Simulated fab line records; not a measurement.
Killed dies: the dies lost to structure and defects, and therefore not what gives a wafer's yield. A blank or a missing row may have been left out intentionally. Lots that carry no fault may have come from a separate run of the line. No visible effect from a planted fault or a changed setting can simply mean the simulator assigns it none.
fab line records -- flow gf180mcu
record: lots: 5, wafers: 15, lastDay: 33
route steps=602 shown MIM@516 M5@526
lots that met no fault: from a run of the same line without faults
startH: hours from the record's opening day to when the first of the lot's shown wafers began -- waitH: how many hours have passed since the lot's step before this one -- " the same as in the row above -- L1.1+2: several wafers, shown together as one row -- - either no value or no given start -- * or withheld: withheld -- < > ~ a bound
route shown NAME@n: a module of which the file shows steps, and the number in the route of the first -- usual: mean/standard deviation taken from wafers without a fault -- same: alike in all rows -- chamber/n: place in a boat -- sites: readings site by site -- _std_site: the standard deviation of these -- _edge_site: the outer-site mean with the inner-site mean subtracted -- radiusMm: how far each site lies from the wafer's centre -- mask NAME#n: copy n -- behind: the most recent tool/chamber to have shaped the wafer -- hold: why the lot was held/for how many hours/how that ended -- device: the n, p or np transistor that did not switch -- end of line: the route-end tests of the same wafers -- a step given without rows: its recipe and nothing more -- killed: dies that structure and defects cost at the first sort, which is not the same as the wafer's yield -- map: a wafer's dies, marking killed ones x, the rest . and places with no die _
set.NAME: the setting as run; set.NAME@STEP: as run at that earlier step -- model.NAME: the simulator's own value behind a step, which no gauge read
lots at some steps of the route; a table a step, a row a wafer
services: when a tool's chamber went out of use (startH, in hours from the record's first day, below 0 if earlier), for how many hours, and the reason
== steps ==
step: GF_MIM_HMDS_13
recipe: primeTimeS: 60, primeTempC: 120
lot.wafer,tool,chamber,startH,waitH
L075.1+5+6,lithoTrack-02,0,587.01,0.1
L078.1+3+4,lithoTrack-02,0,613.21,0.1
L083.1+3+5,lithoTrack-03,0,660.38,0.1
L088.2+4+6,lithoTrack-01,0,689.17,0.1
L093.1+3+4,lithoTrack-03,0,719.58,0.1
step: GF_MIM_COAT_14
recipe: resist: NOVOLAK, spinRpm: 3000, resistThkNm: 1000
lot.wafer,tool,chamber,startH,waitH
L075.1+5+6,lithoTrack-02,0,587.16,0.1
L078.1+3+4,lithoTrack-02,0,613.36,0.1
L083.1+3+5,lithoTrack-03,0,660.53,0.1
L088.2+4+6,lithoTrack-01,0,689.32,0.1
L093.1+3+4,lithoTrack-03,0,719.73,0.1
step: GF_MIM_SOFTBAKE_15
recipe: tempC: 90, timeS: 60, resist: NOVOLAK
lot.wafer,tool,chamber,startH,waitH
L075.1+5+6,lithoTrack-02,0,587.31,0.1
L078.1+3+4,lithoTrack-02,0,613.51,0.1
L083.1+3+5,lithoTrack-03,0,660.68,0.1
L088.2+4+6,lithoTrack-01,0,689.47,0.1
L093.1+3+4,lithoTrack-03,0,719.88,0.1
step: GF_MIM_EXPOSE_16
recipe: maskId: FuseTop, targetCdNm: 2000, na: 0.6, sourceShape: conventional, sigmaOuter: 0.6, doseMj: 140
usual: exposureDoseMJCm2: 140.00/0.14, stageVelMmS: 500.04/0.24
lot.wafer,tool,chamber,startH,waitH,mask,exposureDoseMJCm2,stageVelMmS
L075.1,ilineStepper-01,0,-,-,FuseTop#0,139.82,500.03
L075.5,ilineStepper-01,0,-,-,FuseTop#0,140.15,500.22
L075.6,ilineStepper-01,0,-,-,FuseTop#0,140.08,500.05
L078.1,ilineStepper-01,0,-,-,FuseTop#0,139.94,500.26
L078.3,ilineStepper-01,0,-,-,FuseTop#0,139.84,499.86
L078.4,ilineStepper-01,0,-,-,FuseTop#0,139.96,499.92
L083.1,ilineStepper-02,0,-,-,FuseTop#0,139.92,500.18
L083.3,ilineStepper-02,0,-,-,FuseTop#0,140.17,499.85
L083.5,ilineStepper-02,0,-,-,FuseTop#0,140.12,499.93
L088.2,ilineStepper-02,0,-,-,FuseTop#0,140.01,499.87
L088.4,ilineStepper-02,0,-,-,FuseTop#0,140.11,499.87
L088.6,ilineStepper-02,0,-,-,FuseTop#0,140.10,499.99
L093.1,ilineStepper-01,0,-,-,FuseTop#0,139.95,499.93
L093.3,ilineStepper-01,0,-,-,FuseTop#0,139.86,499.87
L093.4,ilineStepper-01,0,-,-,FuseTop#0,139.83,499.81
step: GF_MIM_PEB_17
recipe: tempC: withheld, timeS: *, resist: NOVOLAK
lot.wafer,tool,chamber,startH,waitH
L075.1+5+6,lithoTrack-01,0,-,-
L078.1+3+4,lithoTrack-03,0,-,-
L083.1+3+5,lithoTrack-02,0,-,-
L088.2+4+6,lithoTrack-03,0,-,-
L093.1+3+4,lithoTrack-03,0,-,-
step: GF_MIM_DEVELOP_18
recipe: developTimeS: 60, devTempC: 23
lot.wafer,tool,chamber,startH,waitH
L075.1+5+6,lithoTrack-01,0,598.05,0.1
L078.1+3+4,lithoTrack-03,0,623.68,0.1
L083.1+3+5,lithoTrack-02,0,669.91,0.1
L088.2+4+6,lithoTrack-03,0,698.55,0.1
L093.1+3+4,lithoTrack-03,0,728.73,0.1
step: GF_MIM_METAL_ETCH_19
recipe: chemistry: Cl2/BCl3, maskMaterial: NOVOLAK, stopOn: Si3N4, targetDepthNm: 324.5, pressureMtorr: 8, icpW: 800, biasW: 140, Cl2_flow_sccm: 80, bcl3FlowSccm: 40, timeS: 54.1
usual: chamberPressureMTorr: 7.999/0.0073, drypumpMotorCurrentA: 5.5/0.39, oesProductAu: 0.940/0.0058, throttleValvePct: 28.285/0.0099
lot.wafer,tool,chamber,startH,waitH,chamberPressureMTorr,drypumpMotorCurrentA,oesProductAu,rfHoursCounterH,throttleValvePct
L075.1,rieMetal-03,0,598.20,0.1,7.992,5.0,0.957,9,28.288
L075.5,rieMetal-03,0,598.20,0.1,7.991,5.0,0.942,-,28.281
L075.6,rieMetal-03,1,598.20,0.1,7.996,5.6,0.945,-,28.282
L078.1,rieMetal-03,1,623.83,0.1,7.998,5.6,0.929,11,28.276
L078.3,rieMetal-03,1,623.83,0.1,8.003,5.6,0.929,-,28.299
L078.4,rieMetal-03,0,623.83,0.1,8.007,4.9,0.935,-,28.274
L083.1,rieMetal-03,1,670.06,0.1,8.010,5.6,0.939,13,28.303
L083.3,rieMetal-03,1,670.06,0.1,8.003,5.6,0.932,-,28.286
L083.5,rieMetal-03,0,670.06,0.1,7.976,4.9,0.940,-,28.287
L088.2,rieMetal-03,0,698.70,0.1,8.004,5.0,0.946,-,28.286
L088.4,rieMetal-03,0,698.70,0.1,7.998,4.9,0.935,-,28.299
L088.6,rieMetal-03,0,698.70,0.1,8.000,5.0,0.932,-,28.286
L093.1,rieMetal-01,1,728.88,0.1,8.008,5.8,0.943,9,28.291
L093.3,rieMetal-01,0,728.88,0.1,7.993,5.6,0.947,-,28.279
L093.4,rieMetal-01,1,728.88,0.1,7.995,5.8,0.937,-,28.279
step: GF_MIM_STRIP_20
recipe: chemistry: O2/N2, powerW: 1400, pressureMtorr: 1500, platenTempC: 250, o2FlowSccm: 3000, n2FlowSccm: 300, overashFraction: 0.5
usual: chamberPressureMTorr: 1500.1/1.4, drypumpMotorCurrentA: 5.6/0.34, heaterPowerW: 337/43, oesProductAu: 0.693/0.0048, platenTempC: 249.96/0.17, stripTimeToEndpointS: 11.23/0.048
lot.wafer,tool,chamber,startH,waitH,chamberPressureMTorr,drypumpMotorCurrentA,heaterPowerW,oesProductAu,platenTempC,rfHoursCounterH,stripTimeToEndpointS
L075.1,plasmaAsher-04,0,598.27,0.0,1499.5,5.7,331,0.695,250.11,84,11.22
L075.5,plasmaAsher-04,1,598.27,0.0,1501.3,5.6,303,0.694,250.09,-,11.18
L075.6,plasmaAsher-04,0,598.27,0.0,1499.4,5.6,324,0.695,250.05,-,11.24
L078.1,plasmaAsher-01,1,623.90,0.0,1499.4,5.3,266,0.695,250.02,103,11.27
L078.3,plasmaAsher-01,1,623.90,0.0,1497.5,5.3,275,0.696,250.05,-,11.24
L078.4,plasmaAsher-01,0,623.90,0.0,1499.3,6.2,374,0.695,250.07,-,11.27
L083.1,plasmaAsher-02,1,670.13,0.0,1500.9,5.8,398,0.691,249.94,25,11.28
L083.3,plasmaAsher-02,1,670.13,0.0,1502.3,5.8,410,0.692,249.56,-,11.27
L083.5,plasmaAsher-02,1,670.13,0.0,1501.2,5.8,399,0.702,249.84,-,11.22
L088.2,plasmaAsher-02,1,698.82,0.1,1499.0,5.8,402,0.696,249.87,28,11.24
L088.4,plasmaAsher-02,0,698.82,0.1,1500.9,5.0,380,0.694,250.16,-,11.27
L088.6,plasmaAsher-02,1,698.82,0.1,1500.7,5.8,401,0.700,249.98,-,11.25
L093.1,plasmaAsher-04,0,728.95,0.0,1503.0,5.7,326,0.694,250.04,97,11.17
L093.3,plasmaAsher-04,1,728.95,0.0,1497.4,5.7,301,0.692,249.89,-,11.19
L093.4,plasmaAsher-04,0,728.95,0.0,1499.4,5.7,327,0.686,249.88,-,11.19
step: GF_MIM_STRIP_21
recipe: chemistry: postEtchResidueRemover, timeS: 1200, tempC: 72.5
lot.wafer,tool,chamber,startH,waitH
L075.1+5+6,wetBench-04,2,598.37,0.1
L078.1+3+4,wetBench-03,1,624.00,0.1
L083.1+3+5,wetBench-04,0,670.23,0.1
L088.2+4+6,wetBench-02,2,698.92,0.1
L093.1+3+4,wetBench-03,3,729.05,0.1
step: GF_MIM_CLEAN_22
recipe: chemistry: DIW, dry: n2Spin
lot.wafer,tool,chamber,startH,waitH
L075.1+5+6,wetBench-02,3,598.71,0.0
L078.1+3+4,wetBench-02,1,624.68,0.0
L083.1+3+5,wetBench-04,3,670.97,0.0
L088.2+4+6,wetBench-03,1,699.26,0.0
L093.1+3+4,wetBench-04,3,729.39,0.0
step: GF_M5_DEHYDRATE_00
recipe: tempC: 200, timeS: 60
lot.wafer,tool,chamber,startH,waitH
L075.1+5+6,lithoTrack-04,0,608.44,9.6
L078.1+3+4,lithoTrack-02,0,634.36,9.6
L083.1+3+5,lithoTrack-03,0,680.08,8.9
L088.2+4+6,lithoTrack-02,0,708.18,8.8
L093.1+3+4,lithoTrack-03,0,737.78,8.3
step: GF_M5_HMDS_01
recipe: primeTimeS: 60, primeTempC: 120
lot.wafer,tool,chamber,startH,waitH
L075.1+5+6,lithoTrack-04,0,608.59,0.1
L078.1+3+4,lithoTrack-02,0,634.51,0.1
L083.1+3+5,lithoTrack-03,0,680.23,0.1
L088.2+4+6,lithoTrack-02,0,708.33,0.1
L093.1+3+4,lithoTrack-03,0,737.93,0.1
step: GF_M5_COAT_02
recipe: resist: KrF, spinRpm: withheld, resistThkNm: 1000
lot.wafer,tool,chamber,startH,waitH
L075.1+5+6,lithoTrack-04,0,608.74,0.1
L078.1+3+4,lithoTrack-02,0,634.66,0.1
L083.1+3+5,lithoTrack-03,0,680.38,0.1
L088.2+4+6,lithoTrack-02,0,708.48,0.1
L093.1+3+4,lithoTrack-03,0,738.08,0.1
step: GF_M5_SOFTBAKE_03
recipe: tempC: 130, timeS: 60, resist: KrF
lot.wafer,tool,chamber,startH,waitH
L075.1+5+6,lithoTrack-04,0,608.89,0.1
L078.1+3+4,lithoTrack-02,0,634.81,0.1
L083.1+3+5,lithoTrack-03,0,680.53,0.1
L088.2+4+6,lithoTrack-02,0,708.63,0.1
L093.1+3+4,lithoTrack-03,0,738.23,0.1
== services ==
tool,chamber,startH,hours,kind
plasmaAsher-02,-,563.85,2.5,repair
ilineStepper-01,-,575.72,8.9,pm
plasmaAsher-01,-,584.26,3.4,repair
ilineStepper-02,-,584.61,1.7,pm
ilineStepper-02,0,599.93,-,calibration
rieMetal-03,-,626.42,2.8,pm
rieMetal-03,0,642.22,1.0,repair
ilineStepper-01,-,646.52,1.7,pm
ilineStepper-01,-,651.14,6.9,repair
rieMetal-01,0,665.36,-,clean
rieMetal-01,0,665.36,21.2,scheduledDown
rieMetal-01,0,665.36,21.2,ventCycle
lithoTrack-01,-,668.88,-,consumableReplace:filter
wetBench-02,-,672.14,4.8,repair
ilineStepper-01,0,674.75,-,calibration
rieMetal-03,1,695.53,17.7,repair
rieMetal-03,1,713.24,-,clean
rieMetal-03,1,713.24,17.8,scheduledDown
rieMetal-03,1,713.24,17.8,ventCycle
rieMetal-03,0,731.72,-,clean
rieMetal-03,0,731.72,28.1,scheduledDown
rieMetal-03,0,731.72,28.1,ventCycle
plasmaAsher-01,-,733.75,9.0,pm
plasmaAsher-01,0,733.75,9.0,ventCycle
== key ==
fault none
